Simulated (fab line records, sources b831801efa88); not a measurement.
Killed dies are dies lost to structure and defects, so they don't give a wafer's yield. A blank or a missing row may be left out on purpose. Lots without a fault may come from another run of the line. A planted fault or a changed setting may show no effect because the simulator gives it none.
One fault seen from 2 desks | flow gf180mcu | each desk has only its own numbers; what lay behind them comes last

THE METROLOGY DESK
What the gauges read, lot by lot, whatever tool the lot ran on: means of the sampled wafers that have a number. A lot is out of limits, marked OUT, if its mean lies more than 4 standard deviations from the usual mean; the brackets give that distance.
Columns: A = cd_nm at GF_STI_CD_MEAS_12, usual 220.3 nm; B = STI_OXIDATION_02_THK at GF_STI_THK_MEAS_30, usual 9.94 nm; C = LVPWELL_TW at GF_LVPWELL_TW_MEAS_11, usual 554
lot  | first seen here | A     | B     | C
L930 | day 2 00:54     | 220.7 | 9.98  | 550
L932 | day 2 12:41     | 220.1 | 9.95  | 564
L934 | day 2 21:29     | 219.4 | 9.99  | 547
L935 | day 3 02:38     | 217.4 | 9.76  | 547
L936 | day 3 08:41     | 218.8 | 10.13 | 563
L938 | day 3 18:23     | 218.5 | 9.62  | 560
L941 | day 4 09:22     | 219.5 | 9.93  | 559
L942 | day 4 15:41     | 220.2 | 10.15 | 559
L943 | day 4 22:14     | 222.8 | 10.56 | 548
L946 | day 5 11:09     | 221.1 | 9.64  | 562
L947 | day 5 17:35     | 218.8 | 9.66  | 560
L951 | day 6 14:08     | 219.7 | 9.68  | 549
L952 | day 6 17:44     | 219.8 | 9.81  | 542
This desk's finding: nothing out of limits on any of the 13 lots.

THE TOOL OWNER'S DESK: litho_track-04
The tool's own readings at GF_DNWELL_COAT_02 (resist thk 3000 nm): means of the sampled wafers that have a number, for each lot that ran on this tool. A lot is out of limits, marked OUT, if its mean lies more than 4 standard deviations from the usual mean; the brackets give that distance.
Columns: A = chill_plate_temp_C at GF_DNWELL_COAT_02, usual 22.99 C; B = resist_line_temp_C at GF_DNWELL_COAT_02, usual 23.01 C
lot  | first seen here | A     | B
L935 | day 3 12:54     | 23.00 | 23.13
L941 | day 4 19:43     | 22.90 | 22.93
L942 | day 5 04:09     | 23.00 | 23.06
L943 | day 5 09:36     | 23.08 | 22.95
This desk's finding: nothing out of limits on any of the 4 lots.

PUT TOGETHER
The metrology desk saw nothing out of limits.
The tool owner's desk saw nothing out of limits.

WHAT THE SIMULATOR HAD PUT IN
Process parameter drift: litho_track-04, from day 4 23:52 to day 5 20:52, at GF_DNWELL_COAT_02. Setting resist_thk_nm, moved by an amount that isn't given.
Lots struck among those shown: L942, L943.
